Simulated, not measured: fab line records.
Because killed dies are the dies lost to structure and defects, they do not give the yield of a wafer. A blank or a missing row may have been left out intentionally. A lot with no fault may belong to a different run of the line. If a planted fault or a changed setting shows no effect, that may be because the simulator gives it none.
Comparing a struck lot with a sound one | flow sky130 | 36 out of 708 route steps
Sound: these wafers, L747.2, L747.3, L747.4. Wafers struck: L738.1, L738.2, L738.3. The cause comes at the end.
For every step that has rows: the tool of each side, followed by ch and its chambers, followed by its first start. Under that, the readings that differ: sound wafers | struck wafers | difference of the means | sigmas: that difference in standard deviations of wafers without a fault.
alike: words and numbers the same on both sides, and readings whose means are apart by under 2 such deviations; not compared: readings that were withheld, readings missing a value for some wafer, numbers with overlapping values and no deviation given by the record, and bounds like >300 which may hide the same value.
The two part at a step that has a row with sigmas, a row that says differs or no value, or rows on one side only. Numbers that have no deviation but don't overlap get no sigmas and don't part them. A reading that every wafer of one side lacks parts them only if that side has two wafers or more.

first, 10 steps without rows for these wafers: SKY_GATE_OXIDE_COAT_05 (resist thk 1140 nm); SKY_GATE_OXIDE_SOFTBAKE_06 (time 60 s); SKY_GATE_OXIDE_EXPOSE_07 (exposes mask LVOM, target cd 600 nm); SKY_GATE_OXIDE_PEB_08; SKY_GATE_OXIDE_DEVELOP_09 (develop time 60 s); SKY_GATE_OXIDE_IMPLANT_11; SKY_GATE_OXIDE_WET_ETCH_12 (etches SiO2 in dHF, target depth 16.8 nm, time 336 s); SKY_GATE_OXIDE_STRIP_13 (strips in O2/N2); SKY_GATE_OXIDE_CLEAN_15 (cleans in SC1/SC2, time 150 s); SKY_GATE_OXIDE_OXIDATION_16 (stabilise 600 s, purge 300 s, target thk 3.57 nm).
SKY_POLY_GATE_CVD_00: deposits poly-Si, target thk 180 nm, time 720 s.
  sound on lpcvd-01 ch 1, day 22 11:52; struck on lpcvd-01 ch 0, day 18 22:25
  reading                                       | sound           | struck            | difference | sigmas
  model.poly-Si_of_POLY_GATE_CVD_00.thk_nm (nm) | 178.6 178.8 180 | 161.8 159.6 160.3 | -18.6      |
  alike: pressure_mtorr
SKY_POLY_GATE_THK_MEAS_01:
  sound: film_metro-01 at day 22 13:04; struck: film_metro-04 at day 18 23:37
  reading                   | sound             | struck            | difference | sigmas
  POLY_GATE_CVD_00_THK (nm) | 178.6 178.9 180.2 | 161.7 159.8 160.3 | -18.6      | -14
then, 9 steps without rows for these wafers: SKY_RES_PROTECT_DEHYDRATE_00 (time 60 s); SKY_RES_PROTECT_HMDS_01 (prime time 60 s); SKY_RES_PROTECT_COAT_02 (resist thk 1140 nm); SKY_RES_PROTECT_SOFTBAKE_03 (time 60 s); SKY_RES_PROTECT_EXPOSE_04 (exposes mask RPM, target cd 1270 nm); SKY_RES_PROTECT_PEB_05; SKY_RES_PROTECT_DEVELOP_06 (develop time 60 s); SKY_POLY_GATE_IMPLANT_02; SKY_RES_PROTECT_STRIP_07 (strips in O2/N2).
SKY_RES_PROTECT_CLEAN_09: cleans in SC1/SC2, time 150 s.
  sound on wet_bench-02 ch 0, day 23 18:34; struck on wet_bench-02 ch 1, day 20 06:13
  reading                                       | sound             | struck          | difference | sigmas
  model.poly-Si_of_POLY_GATE_CVD_00.thk_nm (nm) | 177.9 178.2 179.3 | 161.2 159 159.7 | -18.5      |
then, 11 steps without rows for these wafers: SKY_POLY_GATE_CVD_03 (deposits Si3N4 from DCS/NH3, target thk 75 nm, time 1290 s); SKY_POLY_GATE_DEHYDRATE_05 (time 60 s); SKY_POLY_GATE_HMDS_06 (prime time 60 s); SKY_POLY_GATE_COAT_07 (resist thk 110 nm); SKY_POLY_GATE_COAT_08 (resist thk 450 nm); SKY_POLY_GATE_SOFTBAKE_09 (time 90 s); SKY_POLY_GATE_EXPOSE_10 (exposes mask P1M, target cd 150 nm); SKY_POLY_GATE_PEB_11; SKY_POLY_GATE_DEVELOP_12 (develop time 60 s); SKY_POLY_GATE_ETCH_15 (etches BARC in N2/H2, stops on SiO2, time 118.5 s, target depth 110 nm); SKY_POLY_GATE_ETCH_16 (etches Si3N4 in CH3F/O2, stops on poly-Si, time 147.5 s, target depth 75 nm).
SKY_POLY_GATE_ETCH_17: etches poly-Si in HBr/Cl2, stops on SiO2, target depth 180 nm, time 70.5 s.
  sound on rie_si-02 ch 1,2,3, day 25 02:43; struck on rie_si-02 ch 0,1,2, day 21 14:01
  reading                               | sound             | struck            | difference | sigmas
  oes_product_au (a.u.)                 | 0.989 0.981 0.989 | 0.915 0.915 0.914 | -0.072     | -13
  model.etch.depth_nm (nm)              | 177.9 176.8 179.3 | 161.2 159 159.7   | -18.0      |
  model.POLY_GATE.feature_depth_nm (nm) | 177.9 176.8 179.3 | 161.2 159 159.7   | -18.0      |
  alike: HBr_flow_sccm, drypump_motor_current_A, throttle_valve_pct
  not compared: rf_hours_counter_h
then, 1 step without rows for these wafers: SKY_POLY_GATE_STRIP_18 (strips in O2/N2).
-- the record jumps here: 28 days lie between the struck wafers' starts before and after (it left off in module POLY_GATE and takes up again in module PAD_OPEN, whose first step shown is number 708 of the route) --
SKY_PAD_OPEN_PROBE_99:
  sound: prober-02 at day 51 05:22; struck: prober-02 at day 49 02:49
  reading                             | sound             | struck            | difference | sigmas
  model.etest.res_high_po.line_ohm_um | 748.2 765.5 747.6 | 787.9 780.2 815.9 | +40.9      |
  model.etest.res_poly.line_ohm_um    | 503.8 508.9 495.1 | 547.4 538.1 562.2 | +46.6      |
  model.etest.res_high_po.rs_ohm_sq   | 265.2 270 264.1   | 274.8 275.4 287.5 | +12.8      |
  model.etest.licon_high_po.rc_ohm    | 345.8 363.5 362.8 | 321.1 329.7 331.9 | -29.8      |
  model.etest.cap_li_to_poly.c_af_um2 | 95.49 96.78 93.91 | 93.35 92.86 93.79 | -2.06      |
  model.etest.res_poly.rs_ohm_sq      | 48.55 49.94 48.47 | 51.75 52.49 53.22 | +3.50      |
  alike: killed_at_M0_to_M3, killed_at_M4_up, killed_at_contacts, killed_at_front_end, killed_at_other, killed_dies, killed_on_rim, killed_open, killed_short

## WHERE THEY PART
At SKY_POLY_GATE_THK_MEAS_01 first; at SKY_POLY_GATE_ETCH_17 last (within this record only). Later steps at which nothing parts them and some readings are alike: SKY_PAD_OPEN_PROBE_99.

WHY: the cause the simulator had injected
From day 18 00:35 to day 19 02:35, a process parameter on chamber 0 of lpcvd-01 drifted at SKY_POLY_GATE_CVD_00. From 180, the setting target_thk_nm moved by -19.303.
